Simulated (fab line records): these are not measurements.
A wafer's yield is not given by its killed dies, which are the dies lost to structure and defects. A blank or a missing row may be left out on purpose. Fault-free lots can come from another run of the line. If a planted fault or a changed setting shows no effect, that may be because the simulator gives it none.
Code-filled problem report in 8D (eight disciplines) form	flow sky130	the parts of the form that need people (team, actions taken, sign-off) are left out

== 1. THE PROBLEM ==
METAL5_ALCU_THK at SKY_METAL5_THK_MEAS_06 reads a mean of 1039 nm on 1 wafer of 1 lot; wafers without a fault read 1166 nm with a standard deviation of 18. That puts it -7.1 standard deviations away from the usual mean.
The step: measures by xrf.
First seen on wafer L453.1, day 45 22:28, on film metro-04. Wafers with a number at this step in the record: 27, from 9 lots. By rule, "out" or "out of limits" means more than 4 standard deviations away from the usual mean. Any other wafer with a number is counted as sound.

== 2. WHAT IT IS, AND WHAT IT ISN'T ==
question	is	is not
which readings at this step	METAL5_ALCU_THK	-
which lots	L453	L443, L455, L458, L459, L460, L462, L464, L466
which wafers of those lots	L453.1	L453.2, L453.3
read on which gauges	film metro-04	film metro-01, film metro-03
when	from day 45 22:28	up to then (5 sound wafers); but 21 sound wafers of L455, L458, L459, L460, L462, L464, L466 came after

== 3. WHAT RULES OUT EACH SUSPECT ==
Counting: a tool at a process step up to the reading stays a suspect if it ran every lot that is out. Sound lots after the first of them don't rule it out here, since some wafers of a struck lot are sound.
- the gauge at SKY_METAL5_THK_MEAS_06: kept. All the wafers that are out were read on film metro-04, and no step on other tools shows them out.
- pvd sputter-02 at SKY_METAL5_SPUTTER_04 (material TiN, target thk 70 nm, time 58.3 s): kept. It ran the lot that is out, L453 (day 45 14:07).
The count leaves film metro-04 at SKY_METAL5_THK_MEAS_06 and pvd sputter-02 at SKY_METAL5_SPUTTER_04.

== 4. THE CAUSE (what the simulator had put in) ==
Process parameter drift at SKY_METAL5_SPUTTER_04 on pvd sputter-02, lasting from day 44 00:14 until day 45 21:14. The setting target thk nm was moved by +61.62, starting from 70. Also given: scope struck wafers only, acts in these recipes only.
After counting, 2 suspects remain, this tool included.

== 5. THE CHAIN OF EFFECTS, in route order ==
One row per reading whose mean, taken over the struck wafers that have a number, lies over 3 standard deviations from the usual. Scope: only readings with a usual standard deviation given in the record; hours: median across lots of the time from each lot's start at the first step in this table that gives one to its start at this step; sigmas: change in usual standard deviations.
hours	step	reading	usual	on struck wafers	change	sigmas
0	SKY_METAL5_THK_MEAS_06	METAL5_ALCU_THK	1166 nm	1039	-127	-7.1
12	SKY_METAL5_METAL_ETCH_15	oes product au	0.893 a.u.	0.910	+0.017	+3.5
51	SKY_PAD_OPEN_ETCH_07	oes product au	0.980 a.u.	1.003	+0.023	+3.3
Its process steps:
- SKY_METAL5_METAL_ETCH_15: etches the open film in Cl2/BCl3, stops on SiO2, target depth 1260 nm, time 252 s.
- SKY_PAD_OPEN_ETCH_07: etches the open film in CF4/O2, stops on AlCu, target depth 725 nm, time 161.1 s.

== 6. WHAT WOULD HAVE CAUGHT IT SOONER ==
Counted from the fault's start at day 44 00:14, it took 46 hours until the first out-of-limits reading at a measuring or inspecting step in this record, taken at day 45 22:28.
An alarm limit of 4 standard deviations would not have fired on the tool readings at SKY_METAL5_SPUTTER_04 for which the record gives a usual standard deviation, since none of them was out on any struck wafer.
The start of SKY_METAL5_SPUTTER_04 on pvd sputter-02 came by day 45 22:28 for every one of the lots that are out (1). None of them would have been spared by holding the tool at that moment.
